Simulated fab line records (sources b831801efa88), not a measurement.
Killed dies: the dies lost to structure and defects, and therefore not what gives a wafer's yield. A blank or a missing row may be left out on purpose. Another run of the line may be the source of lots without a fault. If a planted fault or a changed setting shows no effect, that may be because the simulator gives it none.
Which tool was responsible? | flow gf180mcu | 39 wafers from 13 lots sampled at 6 of the route's 602 steps

## WHAT THE GAUGES SHOWED, per wafer
GF_MVSD_TW_MEAS_11. Usual: for MVSD_TW the level is 1593 and the standard deviation is 16.
lot  | measured     | on           | MVSD_TW        | flag
L114 | day 4 11:25  | filmMetro-04 | 1601 1607 1600 | 
L115 | day 4 16:20  | filmMetro-03 | 1578 1586 1579 | 
L116 | day 4 20:19  | filmMetro-04 | 1607 1607 1605 | 
L118 | day 5 10:38  | filmMetro-04 | 1591 1594 1591 | 
L119 | day 5 15:09  | filmMetro-02 | 1581 1586 1583 | 
L120 | day 5 21:26  | filmMetro-03 | 1579 1582 1572 | 
L123 | day 6 16:29  | filmMetro-03 | 1583 1569 1579 | 
L126 | day 7 09:29  | filmMetro-03 | 1577 1581 1579 | 
L131 | day 8 13:20  | filmMetro-04 | 1619 1617 1612 | 
L134 | day 9 06:26  | filmMetro-04 | 1610 1622 1622 | 
L135 | day 9 11:21  | filmMetro-02 | 1571 1586 1586 | 
L136 | day 9 18:43  | filmMetro-04 | 1612 1623 1608 | 
L137 | day 10 02:05 | filmMetro-03 | 1578 1576 1578 | 

GF_HV_LDD_CD_MEAS_31 targets a cd of 400 nm. Usual: cdNm reads 400.1 nm (standard deviation 2.4).
lot  | measured     | on       | cdNm (nm)         | flag
L114 | day 11 13:25 | cdSem-02 | 402.3 400.9 402.0 | 
L115 | day 11 19:35 | cdSem-01 | 401.1 398.7 400.1 | 
L116 | day 12 00:18 | cdSem-01 | 400.1 399.7 401.2 | 
L118 | day 12 21:53 | cdSem-01 | 402.4 402.8 401.9 | 
L119 | day 13 02:16 | cdSem-02 | 398.5 398.0 398.3 | 
L120 | day 13 14:03 | cdSem-02 | 398.0 397.7 397.6 | 
L123 | day 14 13:52 | cdSem-01 | 399.0 398.1 399.4 | 
L126 | day 15 11:01 | cdSem-02 | 403.4 402.8 401.3 | 
L131 | day 16 22:45 | cdSem-01 | 399.9 403.2 402.0 | 
L134 | day 18 02:08 | cdSem-02 | 404.3 402.7 402.6 | 
L135 | day 18 07:13 | cdSem-01 | 396.9 398.7 398.1 | 
L136 | day 18 19:14 | cdSem-01 | 402.9 404.7 404.0 | 
L137 | day 19 04:52 | cdSem-02 | 402.6 401.4 403.3 | 

GF_HV_LDD_OVL_MEAS_32. Usual: for HV_LDD_02_OVL the level is 0.7 nm and the standard deviation is 1.7.
lot  | measured     | on         | HV_LDD_02_OVL (nm) | flag
L114 | day 11 13:32 | overlay-01 | 0.4 3.7 0.5        | 
L115 | day 11 19:43 | overlay-02 | 1.3 4.5 2.3        | 
L116 | day 12 00:25 | overlay-01 | 2.9 2.2 1.8        | 
L118 | day 12 22:00 | overlay-02 | 1.1 0.9 0.2        | 
L119 | day 13 02:23 | overlay-02 | 1.9 2.3 -0.4       | 
L120 | day 13 14:10 | overlay-01 | 0.2 2.0 1.0        | 
L123 | day 14 13:59 | overlay-02 | -1.7 0.9 -0.3      | 
L126 | day 15 11:07 | overlay-01 | -0.1 0.7 3.5       | 
L131 | day 16 22:52 | overlay-01 | 2.6 3.4 3.7        | 
L134 | day 18 02:14 | overlay-01 | 1.8 -0.3 0.6       | 
L135 | day 18 07:19 | overlay-02 | 2.2 3.3 3.1        | 
L136 | day 18 19:22 | overlay-02 | 0.1 0.6 0.3        | 
L137 | day 19 04:58 | overlay-02 | 1.3 -0.7 0.2       | 

GF_HV_LDD_TW_MEAS_38. Usual: for HV_LDD_3_TW the level is 1444 and the standard deviation is 15.
lot  | measured     | on           | HV_LDD_3_TW    | flag
L114 | day 11 14:17 | filmMetro-04 | 1460 1457 1457 | 
L115 | day 11 20:27 | filmMetro-02 | 1440 1429 1436 | 
L116 | day 12 01:10 | filmMetro-04 | 1467 1465 1461 | 
L118 | day 12 22:44 | filmMetro-04 | 1461 1470 1462 | 
L119 | day 13 03:07 | filmMetro-03 | 1432 1430 1425 | 
L120 | day 13 14:55 | filmMetro-02 | 1433 1424 1427 | 
L123 | day 14 14:43 | filmMetro-02 | 1523 1523 1516 | OFF
L126 | day 15 11:52 | filmMetro-04 | 1550 1557 1543 | OFF
L131 | day 16 23:37 | filmMetro-02 | 1428 1433 1447 | 
L134 | day 18 02:59 | filmMetro-02 | 1431 1425 1430 | 
L135 | day 18 08:04 | filmMetro-04 | 1469 1470 1460 | 
L136 | day 18 20:06 | filmMetro-02 | 1423 1427 1435 | 
L137 | day 19 05:43 | filmMetro-02 | 1432 1430 1432 | 

GF_HV_LDD_RS_MEAS_53: measurement is done with a four-point probe. Usual: for HV_LDD_RS the level is 418.2 ohm/sq and the standard deviation is 0.95.
lot  | measured     | on           | HV_LDD_RS (ohm/sq) | flag
L114 | day 12 09:43 | filmMetro-03 | 417.6 417.8 418.7  | 
L115 | day 12 16:16 | filmMetro-03 | 419.2 419.3 418.8  | 
L116 | day 12 20:56 | filmMetro-04 | 419.5 418.4 418.8  | 
L118 | day 13 18:53 | filmMetro-03 | 417.6 417.8 416.8  | 
L119 | day 13 23:33 | filmMetro-02 | 418.6 417.8 418.5  | 
L120 | day 14 11:29 | filmMetro-02 | 418.5 417.7 419.6  | 
L123 | day 15 12:30 | filmMetro-04 | 405.3 405.5 406.4  | OFF
L126 | day 16 08:58 | filmMetro-04 | 403.3 403.6 403.5  | OFF
L131 | day 17 22:44 | filmMetro-02 | 417.6 418.0 418.9  | 
L134 | day 19 03:08 | filmMetro-02 | 419.1 418.4 420.0  | 
L135 | day 19 07:35 | filmMetro-04 | 416.2 417.5 417.6  | 
L136 | day 19 20:31 | filmMetro-04 | 419.1 418.8 417.0  | 
L137 | day 20 06:13 | filmMetro-04 | 420.1 418.8 419.2  | 

## WHAT TOOL EACH LOT RAN ON (gives the tool, then ch and the chambers of the sampled wafers, and finally the start)
lot  | GF_HV_LDD_IMPLANT_33
L114 | implanter-01 ch 0, day 11 13:35
L115 | implanter-01 ch 0, day 11 19:45
L116 | implanter-01 ch 0, day 12 00:28
L118 | implanter-03 ch 0, day 12 22:03
L119 | implanter-02 ch 0, day 13 02:26
L120 | implanter-03 ch 0, day 13 14:13
L123 | implanter-03 ch 0, day 14 14:02
L126 | implanter-03 ch 0, day 15 11:10
L131 | implanter-01 ch 0, day 16 22:55
L134 | implanter-01 ch 0, day 18 02:19
L135 | implanter-01 ch 0, day 18 07:22
L136 | implanter-02 ch 0, day 18 19:24
L137 | implanter-01 ch 0, day 19 05:01
- GF_HV_LDD_IMPLANT_33

## AS READ BY THE TOOLS THEMSELVES (means over the sampled wafers that have a number; for cases with no such wafer, the mark the record gives instead)
GF_HV_LDD_IMPLANT_33. Usual: doseIonsCm2 7.501e+12, standard deviation 7.6e+09; faradayCurrentUA 42.4, standard deviation 0.93.
lot  | tool         | doseIonsCm2 | faradayCurrentUA | flag
L114 | implanter-01 | 7.500e+12   | 41.7             | 
L115 | implanter-01 | 7.490e+12   | 42.2             | 
L116 | implanter-01 | 7.505e+12   | 41.6             | 
L118 | implanter-03 | 7.500e+12   | 42.4             | 
L119 | implanter-02 | 7.505e+12   | 43.2             | 
L120 | implanter-03 | 7.500e+12   | 42.3             | 
L123 | implanter-03 | 1.331e+13   | 75.6             | OFF
L126 | implanter-03 | 1.331e+13   | 75.7             | OFF
L131 | implanter-01 | 7.497e+12   | 42.6             | 
L134 | implanter-01 | 7.496e+12   | 41.1             | 
L135 | implanter-01 | 7.506e+12   | 42.2             | 
L136 | implanter-02 | 7.513e+12   | 42.4             | 
L137 | implanter-01 | 7.497e+12   | 42.2             | 

## THE ANSWER, worked out from the rows above alone
Rule: a lot counts as off when the mean over its wafers that have a number is more than 3 standard deviations away from the usual mean. Also off: a lot with no number at a reading for which 4 or more lots have one. Where the step has rows for the other lots, those lots are counted as sound. First the gauges in route order, then the tools' own readings, where a lot's mean is used as printed above. The first step at which some lot is off is used, and at that step the reading that is off furthest; a lot without a number counts as furthest.
Off: L123, L126, at GF_HV_LDD_TW_MEAS_38 (HV_LDD_3_TW).
If a tool, at a process step before that reading, ran all the lots that are off and no sound lot after the first of them, it fits. The gauges at GF_HV_LDD_TW_MEAS_38 aren't tried: what is off there is off at GF_HV_LDD_IMPLANT_33 too, on other tools, and a gauge's error can't cause that. One fits: implanter-03 at GF_HV_LDD_IMPLANT_33. Its last sound lot is L120 (day 13 14:13), its first lot that is off L123 (day 14 14:02): a fault that began between those two fits.
The tool's own readings at GF_HV_LDD_IMPLANT_33 bear it out: on the lots that are off they differ by more than 5 times the standard deviation of the sound lots' means. doseIonsCm2 reads 1.331e+13 there against 7.501e+12 on the sound lots; faradayCurrentUA reads 75.7 there against 42.2 on the sound lots.

## WHAT HAD BEEN PUT IN BY THE SIMULATOR
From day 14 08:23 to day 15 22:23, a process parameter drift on implanter-03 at GF_HV_LDD_IMPLANT_33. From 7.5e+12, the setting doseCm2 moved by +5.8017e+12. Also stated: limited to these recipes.
Shown lots that were struck: L123, L126. The same result came from the rule above.
